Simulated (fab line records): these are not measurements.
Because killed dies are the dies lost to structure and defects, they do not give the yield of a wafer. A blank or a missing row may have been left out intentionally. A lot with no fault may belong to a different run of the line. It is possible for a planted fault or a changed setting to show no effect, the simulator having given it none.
8D (eight disciplines) problem report, filled in by code	flow gf180mcu	the parts of the form that need people (team, actions taken, sign-off) are left out

1. THE PROBLEM
Mean MVSD_TW at GF_MVSD_TW_MEAS_11: 1486 over 6 wafers in 2 lots; fault-free wafers: 1575, standard deviation 20. Measured from the usual mean, that is -4.4 standard deviations.
First observed at day 7 05:56: wafer L552.2, on film_metro-01. At this step, 42 wafers from 14 lots have a number in the record. Rule for "out" (also "out of limits"): further than 4 standard deviations from the usual mean. The other wafers with a number count as sound.

2. WHAT THIS IS AND IS NOT
question	is	is not
which readings at this step	MVSD_TW	-
which lots	L552, L555	L541, L542, L543, L545, L548, L549, L551, L553, L554, L557, L562, L563
which wafers of those lots	all that have a number	-
read on which gauges	film_metro-01, film_metro-04	film_metro-03
when	from day 7 05:56	up to then (21 sound wafers); but 15 sound wafers of L553, L554, L557, L562, L563 came after

3. THE SUSPECTS, EACH WITH WHAT RULES IT OUT
Counting: any tool at a process step up to the reading is kept as a suspect provided that every lot that is out went through it and no sound lot did after the first of them.
- the gauge at GF_MVSD_TW_MEAS_11: ruled out. Those wafers that are out were read across 2 gauges (film_metro-01, film_metro-04).
- litho_track-04 at GF_MVSD_DEVELOP_06 (develop time 60 s): kept. Every lot that is out went through it, starting with L552 (day 7 05:00), and after that it ran no sound lot; the last sound lot it ran before then is L551 (day 7 01:00).
Remaining after the count: litho_track-04 at GF_MVSD_DEVELOP_06.

4. THE CAUSE (what the simulator had put in)
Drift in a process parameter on litho_track-04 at GF_MVSD_DEVELOP_06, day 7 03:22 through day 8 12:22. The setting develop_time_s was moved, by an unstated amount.
Counting left only this tool.

5. THE EFFECT CHAIN, in route order
Each row: a reading where the mean over the struck wafers with a number is more than 3 standard deviations away from the usual. Only readings whose record carries a usual standard deviation are examined. hours: median over the lots of the time between each lot's start at the first step of this table that gives one and its start at this step. sigmas: the change, counted in usual standard deviations.
hours	step	reading	usual	on struck wafers	change	sigmas
0	GF_MVSD_TW_MEAS_11	MVSD_TW	1575	1486	-89	-4.4
Readings that are blank on the struck wafers while sound wafers have them: MVSD_OVL at GF_MVSD_OVL_MEAS_07.

6. HOW IT WOULD HAVE BEEN CAUGHT EARLIER
Counted from the fault's start at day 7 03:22, it took 3 hours until the first out-of-limits reading at a measuring or inspecting step in this record, taken at day 7 05:56.
Between GF_MVSD_DEVELOP_06 and GF_MVSD_TW_MEAS_11, GF_MVSD_OVL_MEAS_07 gave no MVSD_OVL on the struck wafers, where sound wafers have one: a measuring or inspecting step that comes back empty is itself a sign.
Among the 2 lots that are out, L555 began GF_MVSD_DEVELOP_06 on litho_track-04 after day 7 05:56. A tool hold placed at that time would have kept it from harm.
